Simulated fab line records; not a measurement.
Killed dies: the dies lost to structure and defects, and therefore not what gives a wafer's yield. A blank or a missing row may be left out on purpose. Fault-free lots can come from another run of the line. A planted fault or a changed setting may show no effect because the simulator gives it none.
What tool caused it?	flow gf180mcu	36 wafers from 12 lots sampled at 4 of the route's 602 steps

== WHAT EACH GAUGE READ, for each wafer ==
GF_VT_IMPLANT_TW_MEAS_10.
lot	measured	on	VT_IMPLANT_TW
L179	day 5 18:06	filmMetro-04	553 550 554
L181	day 6 08:51	filmMetro-02	576 575 576
L182	day 6 11:00	filmMetro-01	562 564 562
L183	day 6 17:23	filmMetro-01	559 558 560
L185	day 7 04:47	filmMetro-04	559 559 557
L190	day 8 11:35	filmMetro-01	564 566 561
L191	day 8 16:19	filmMetro-01	561 561 560
L192	day 8 22:03	filmMetro-04	554 554 557
L193	day 9 05:47	filmMetro-04	559 558 560
L194	day 9 15:05	filmMetro-02	571 573 571
L200	day 11 01:03	filmMetro-04	557 557 556
L201	day 11 15:23	filmMetro-04	557 554 558

GF_VT_IMPLANT_RS_MEAS_47: uses a four-point probe to measure.
lot	measured	on	NWELL_RS (ohm/sq)
L179	day 7 16:50	filmMetro-03	488.2 488.1 488.5
L181	day 8 08:09	filmMetro-03	500.0 499.8 501.2
L182	day 8 10:42	filmMetro-04	488.4 486.7 487.3
L183	day 8 18:04	filmMetro-04	500.0 498.4 498.4
L185	day 9 07:41	filmMetro-02	498.9 498.9 501.0
L190	day 10 15:12	filmMetro-03	488.8 487.9 488.3
L191	day 10 21:25	filmMetro-03	488.7 488.6 489.9
L192	day 11 04:14	filmMetro-04	488.8 489.3 489.0
L193	day 11 12:33	filmMetro-03	487.1 489.0 488.7
L194	day 11 23:02	filmMetro-04	489.4 489.0 489.0
L200	day 13 11:20	filmMetro-04	489.8 489.3 488.3
L201	day 14 04:21	filmMetro-02	486.6 487.3 486.3

== TOOL THAT RAN EACH LOT (tool first, then ch and the chambers of the sampled wafers, then the start) ==
lot	GF_NWELL_IMPLANT_09	GF_MVPSD_STRIP_10
L179	implanter-02 ch 0, day 3 09:29	plasmaAsher-04 ch 0,1, day 5 03:13
L181	implanter-02 ch 0, day 3 19:45	plasmaAsher-01 ch 0,1, day 5 17:26
L182	implanter-01 ch 0, day 3 23:22	plasmaAsher-01 ch 0,1, day 5 19:46
L183	implanter-02 ch 0, day 4 06:16	plasmaAsher-01 ch 0,1, day 6 02:28
L185	implanter-02 ch 0, day 4 15:40	plasmaAsher-04 ch 0,1, day 6 12:49
L190	implanter-03 ch 0, day 5 19:42	plasmaAsher-01 ch 0,1, day 7 18:53
L191	implanter-01 ch 0, day 5 23:31	plasmaAsher-01 ch 0,1, day 7 23:20
L192	implanter-03 ch 0, day 6 05:11	plasmaAsher-04 ch 0,1, day 8 05:32
L193	implanter-01 ch 0, day 6 11:54	plasmaAsher-01 ch 0,1, day 8 12:56
L194	implanter-02 ch 0, day 6 20:04	plasmaAsher-03 ch 0,1, day 8 21:43
L200	implanter-03 ch 0, day 8 02:01	plasmaAsher-03 ch 0,1, day 10 07:05
L201	implanter-03 ch 0, day 8 14:58	plasmaAsher-01 ch 1, day 10 20:25
- GF_NWELL_IMPLANT_09
- GF_MVPSD_STRIP_10: strips in O2/N2.

== WHAT THE TOOLS THEMSELVES READ (means of the sampled wafers that have a number; where no wafer has one, the mark that the record gives instead) ==
GF_NWELL_IMPLANT_09.
lot	tool	doseIonsCm2	endStationPressureTorr (Torr)	faradayCurrentUA
L179	implanter-02	4.001e+12	5.03e-06	22.8
L181	implanter-02	3.390e+12	5.17e-06	19.2
L182	implanter-01	4.002e+12	5.02e-06	22.8
L183	implanter-02	3.389e+12	4.98e-06	19.2
L185	implanter-02	3.387e+12	5.30e-06	18.8
L190	implanter-03	4.005e+12	4.87e-06	22.7
L191	implanter-01	4.003e+12	5.08e-06	22.6
L192	implanter-03	3.996e+12	5.00e-06	22.8
L193	implanter-01	4.002e+12	5.06e-06	22.5
L194	implanter-02	4.001e+12	4.98e-06	22.9
L200	implanter-03	4.003e+12	4.92e-06	22.6
L201	implanter-03	4.000e+12	4.88e-06	22.7

GF_MVPSD_STRIP_10.
lot	tool	drypumpMotorCurrentA (A)	heaterPowerW (W)	oesProductAu (a.u.)	stripTimeToEndpointS (s)
L179	plasmaAsher-04	5.4	305	0.728	36.98
L181	plasmaAsher-01	6.1	327	0.723	37.06
L182	plasmaAsher-01	6.0	326	0.720	37.00
L183	plasmaAsher-01	6.1	329	0.721	36.91
L185	plasmaAsher-04	5.6	294	0.716	36.91
L190	plasmaAsher-01	6.0	326	0.725	36.99
L191	plasmaAsher-01	6.3	351	0.723	37.01
L192	plasmaAsher-04	5.4	306	0.724	36.92
L193	plasmaAsher-01	6.3	356	0.722	36.88
L194	plasmaAsher-03	5.7	333	0.723	36.75
L200	plasmaAsher-03	5.7	331	0.721	36.92
L201	plasmaAsher-01	5.8	300	0.720	36.93

== THE ANSWER, worked out from the rows above alone ==
Rule: what is usual is taken from the lots themselves. Put in order of their means at a reading, lots are off if they are a third of the lots or fewer, leave a main group of 4 or more, and stand apart from it by a gap of 3 or more times the standard deviation of the main group's means; of several such gaps the widest counts. Not used: any main group whose means are identical at the precision the tables above print for the reading. Also off: a lot with no number at a reading for which 4 or more lots have one. All remaining lots with rows at the step are treated as sound. After the gauges, taken in route order, come the tools' own readings; for these a lot's mean is taken, as printed above. The first step at which some lot is off is used, and at that step the reading that is off furthest; a lot without a number counts as furthest.
Off: at GF_VT_IMPLANT_RS_MEAS_47 (NWELL_RS), L181, L183, L185. Mean 488.4 ohm/sq and standard deviation 0.79 in the main group.
If a tool, at a process step before that reading, ran all the lots that are off and no sound lot after the first of them, it fits. Not tried: the gauges at GF_VT_IMPLANT_RS_MEAS_47; whatever is off there is also off at GF_NWELL_IMPLANT_09, on other tools, and gauge error can't account for it. None of those tried fits.

== WHAT THE SIMULATOR HAD PUT IN ==
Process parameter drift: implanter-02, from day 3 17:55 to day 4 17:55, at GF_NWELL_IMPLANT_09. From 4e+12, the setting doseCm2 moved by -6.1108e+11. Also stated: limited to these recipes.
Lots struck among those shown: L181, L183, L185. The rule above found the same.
